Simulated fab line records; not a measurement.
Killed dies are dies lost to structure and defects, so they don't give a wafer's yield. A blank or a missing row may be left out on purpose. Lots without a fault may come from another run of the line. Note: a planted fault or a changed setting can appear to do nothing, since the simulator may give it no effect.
The same fault as seen by 2 desks | flow gf180mcu | every desk sees just its own numbers, and what lay behind them comes last

== METROLOGY DESK ==
Lot by lot, what the gauges showed, no matter which tool ran the lot: averages of those sampled wafers that carry a number. Marked OUT: a lot whose mean sits more than 4 standard deviations from the usual mean, which makes it out of limits; the brackets give that distance.
Columns: A = V4_OVL at GF_V4_OVL_MEAS_15, usual -2 nm; B = TOP_METAL_ALCU_RS at GF_TOP_METAL_RS_MEAS_05, usual 0.0329 ohm/sq; C = PASSIVATION_CVD_00_THK at GF_PASSIVATION_THK_MEAS_01, usual 996 nm
lot  | first seen here | A  | B      | C
L567 | day 24 05:26    | 2  | 0.0325 | 986
L568 | day 24 15:55    | 5  | 0.0329 | 979
L570 | day 25 02:32    | -9 | 0.0327 | 983
L571 | day 25 19:48    | -4 | 0.0330 | 997
L572 | day 26 01:15    | -3 | 0.0325 | 991
L573 | day 26 11:11    | -3 | 0.0328 | 996
L576 | day 27 14:48    | 1  | 0.0330 | 996
L577 | day 27 21:57    | 3  | 0.0326 | 986
L579 | day 28 11:13    | -8 | 0.0329 | 982
L581 | day 28 23:03    | -2 | 0.0325 | 1071 (+5.0) OUT
L583 | day 29 10:54    | 1  | 0.0324 | 1075 (+5.3) OUT
L584 | day 29 16:18    | 0  | 0.0335 | 1009
L586 | day 30 08:11    | 3  | 0.0330 | 1009
L587 | day 30 14:05    | -4 | 0.0323 | 1003
This desk's result: L581, L583 out of limits, first on L581 (PASSIVATION_CVD_00_THK at GF_PASSIVATION_THK_MEAS_01), day 32 05:23. Within limits: L567, L568, L570, L571, L572, L573, L576, L577, L579, L584, L586, L587.

== TOOL OWNER'S DESK, pecvd-03 ==
The tool's own readings at GF_PASSIVATION_CVD_00 (deposits SiO2 from TEOS, target thk 1000 nm, time 111.95 s): means of the sampled wafers that have a number, for each lot that ran on this tool. Marked OUT: a lot whose mean sits more than 4 standard deviations from the usual mean, which makes it out of limits; the brackets give that distance.
Columns: A = heater_power_outer_w at GF_PASSIVATION_CVD_00, usual 361 W; B = heater_power_w at GF_PASSIVATION_CVD_00, usual 630 W; C = run_length_s at GF_PASSIVATION_CVD_00, usual 139.8 s
lot  | first seen here | A   | B   | C
L567 | day 27 23:41    | 405 | 662 | 140.3
L576 | day 30 23:18    | 396 | 673 | 140.2
L581 | day 32 05:18    | 361 | 620 | 149.0 (+20) OUT
L583 | day 32 17:05    | 387 | 645 | 149.1 (+20) OUT
Finding of this desk: L581, L583 out of limits; the first was L581 at day 32 05:18, on run_length_s at GF_PASSIVATION_CVD_00. Within limits: L567, L576.

== BROUGHT TOGETHER ==
On L581, L583, at day 32 05:18, an alarm was possible from the tool owner's desk.
Metrology desk: alarm possible at day 32 05:23 on L581, L583.
All the named lots went through GF_PASSIVATION_CVD_00 on pecvd-03.

== WHAT HAD BEEN PUT IN BY THE SIMULATOR ==
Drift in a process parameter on pecvd-03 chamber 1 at GF_PASSIVATION_CVD_00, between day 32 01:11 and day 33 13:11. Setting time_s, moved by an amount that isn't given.
Struck lots among those shown: L581, L583.
Time in hours from fault onset to the first out-of-limits reading at each desk: tool owner's desk 4, metrology desk 4.
